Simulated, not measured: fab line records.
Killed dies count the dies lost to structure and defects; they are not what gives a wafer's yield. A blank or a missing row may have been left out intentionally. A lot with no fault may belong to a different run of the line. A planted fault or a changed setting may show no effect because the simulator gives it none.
Which tool is to blame?    flow sky130    Sampling: 12 lots, 36 wafers, 4 of 708 route steps

== WHAT THE GAUGES SHOWED, per wafer ==
SKY_VT_ADJUST_HVTR_TW_MEAS_11.
lot   measured      on             VT_ADJUST_HVTR_TW
L769  day 9 19:53   film metro-04  212.8 212.1 213.5
L772  day 10 17:03  film metro-01  213.7 213.5 212.8
L773  day 10 20:57  film metro-01  213.8 213.6 213.2
L774  day 11 08:40  film metro-04  214.0 214.9 214.8
L776  day 11 17:38  film metro-01  212.9 214.2 213.3
L779  day 12 17:48  film metro-04  210.2 211.5 210.8
L785  day 14 17:23  film metro-01  185.9 186.5 186.4
L786  day 14 21:29  film metro-03  182.4 182.9 183.2
L787  day 15 12:04  film metro-03  209.3 209.5 209.3
L788  day 15 20:14  film metro-01  211.8 211.7 211.3
L790  day 16 04:53  film metro-01  214.5 215.6 215.9
L791  day 16 08:32  film metro-01  215.4 215.3 214.0

SKY_VT_ADJUST_PCH_OVL_MEAS_07.
lot   measured      on          VT_ADJUST_PCH_OVL (nm)
L769  day 10 17:37  overlay-02  0.7 1.5 2.4
L772  day 11 16:53  overlay-01  1.9 0.4 2.2
L773  day 11 19:50  overlay-01  1.5 0.2 0.3
L774  day 12 08:53  overlay-01  1.9 0.9 2.5
L776  day 12 17:59  overlay-02  -0.2 -1.1 -0.6
L779  day 13 19:02  overlay-02  0.4 0.7 -2.2
L785  day 15 20:01  overlay-02  1.9 0.1 0.3
L786  day 16 00:22  overlay-01  -1.1 -1.0 0.2
L787  day 16 15:41  overlay-02  0.0 -0.3 1.2
L788  day 17 00:39  overlay-02  -0.8 -0.7 0.6
L790  day 17 07:53  overlay-01  1.4 0.9 1.3
L791  day 17 12:20  overlay-02  -1.3 -1.5 -1.7

== WHAT TOOL EACH LOT RAN ON (gives the tool, then ch and the chambers of the sampled wafers, and finally the start) ==
lot   SKY_DNWELL_STRIP_08                  SKY_VT_ADJUST_HVTR_IMPLANT_09
L769  plasma asher-01 ch 0,1, day 3 12:16  implanter-04 ch 0, day 9 19:40
L772  plasma asher-04 ch 0,1, day 4 03:10  implanter-04 ch 0, day 10 16:50
L773  plasma asher-04 ch 0,1, day 4 07:11  implanter-04 ch 0, day 10 20:43
L774  plasma asher-04 ch 0,1, day 4 13:56  implanter-02 ch 0, day 11 08:26
L776  plasma asher-01 ch 0,1, day 4 21:53  implanter-04 ch 0, day 11 17:24
L779  plasma asher-01 ch 0,1, day 5 13:41  implanter-04 ch 0, day 12 17:34
L785  plasma asher-01 ch 0,1, day 6 22:29  implanter-04 ch 0, day 14 17:10
L786  plasma asher-04 ch 0,1, day 7 04:02  implanter-04 ch 0, day 14 21:16
L787  plasma asher-04 ch 0,1, day 7 15:17  implanter-02 ch 0, day 15 11:49
L788  plasma asher-03 ch 0,1, day 7 21:17  implanter-01 ch 0, day 15 19:59
L790  plasma asher-01 ch 0,1, day 8 03:35  implanter-02 ch 0, day 16 04:38
L791  plasma asher-01 ch 0,1, day 8 08:29  implanter-01 ch 0, day 16 08:19
- SKY_DNWELL_STRIP_08: strips in O2/N2.
- SKY_VT_ADJUST_HVTR_IMPLANT_09

== AS READ BY THE TOOLS THEMSELVES (means over the sampled wafers that have a number; for cases with no such wafer, the mark the record gives instead) ==
SKY_DNWELL_STRIP_08.
lot   tool             drypump motor current A (A)  oes product au (a.u.)  strip time to endpoint s (s)
L769  plasma asher-01  5.3                          0.726                  37.14
L772  plasma asher-04  6.1                          0.724                  36.81
L773  plasma asher-04  6.0                          0.723                  36.97
L774  plasma asher-04  6.1                          0.720                  36.90
L776  plasma asher-01  5.5                          0.721                  36.95
L779  plasma asher-01  5.5                          0.724                  36.95
L785  plasma asher-01  5.4                          0.723                  36.94
L786  plasma asher-04  6.1                          0.724                  37.09
L787  plasma asher-04  6.0                          0.726                  36.75
L788  plasma asher-03  6.3                          0.723                  36.89
L790  plasma asher-01  5.5                          0.722                  37.00
L791  plasma asher-01  5.4                          0.721                  36.76

SKY_VT_ADJUST_HVTR_IMPLANT_09.
lot   tool          dose ions cm2  faraday current uA
L769  implanter-04  2.1e+12        11.68
L772  implanter-04  2.1e+12        12.08
L773  implanter-04  2.1e+12        11.74
L774  implanter-02  2.1e+12        11.96
L776  implanter-04  2.1e+12        11.99
L779  implanter-04  2.1e+12        12.01
L785  implanter-04  1.3e+12        7.30
L786  implanter-04  1.3e+12        7.44
L787  implanter-02  2.1e+12        11.94
L788  implanter-01  2.1e+12        11.73
L790  implanter-02  2.1e+12        11.84
L791  implanter-01  2.1e+12        11.73

== THE ANSWER, worked out from the rows above alone ==
Rule: usual is defined by the lots themselves. The widest of any qualifying gaps counts: lots, ordered by their means at a reading, are off when they make up no more than a third of the lots, leave a main group of 4 or more, and stand apart from it by 3 or more times the standard deviation of that group's means. A main group is skipped when, at the precision printed for the reading in the tables above, its means are all equal. Also off: a lot with no number at a reading for which 4 or more lots have one. All remaining lots with rows at the step are treated as sound. After the gauges, taken in route order, come the tools' own readings; for these a lot's mean is taken, as printed above. At the first step where some lot is off, the reading lying furthest off is the one used; lots without a number count as furthest.
Off: at SKY_VT_ADJUST_HVTR_TW_MEAS_11 (VT_ADJUST_HVTR_TW), L785, L786. Mean 213.0 and standard deviation 1.8 in the main group.
If a tool, at a process step before that reading, ran all the lots that are off and no sound lot after the first of them, it fits. Not tried: the gauges at SKY_VT_ADJUST_HVTR_TW_MEAS_11; whatever is off there is also off at SKY_VT_ADJUST_HVTR_IMPLANT_09, on other tools, and gauge error can't account for it. One fits: SKY_VT_ADJUST_HVTR_IMPLANT_09 on implanter-04. A fault onset in the window from L779 (day 12 17:34, its last sound lot) to L785 (day 14 17:10, its first lot off) fits.
The tool's own readings at SKY_VT_ADJUST_HVTR_IMPLANT_09 bear it out: on the lots that are off they differ by more than 5 times the standard deviation of the sound lots' means. dose ions cm2 reads 1.3e+12 there against 2.1e+12 on the sound lots; faraday current uA reads 7.37 there against 11.87 on the sound lots.

== WHAT WAS PUT IN BY THE SIMULATOR ==
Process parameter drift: implanter-04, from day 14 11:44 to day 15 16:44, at SKY_VT_ADJUST_HVTR_IMPLANT_09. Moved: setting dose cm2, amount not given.
Struck lots among those shown: L785, L786. The same result came from the rule above.
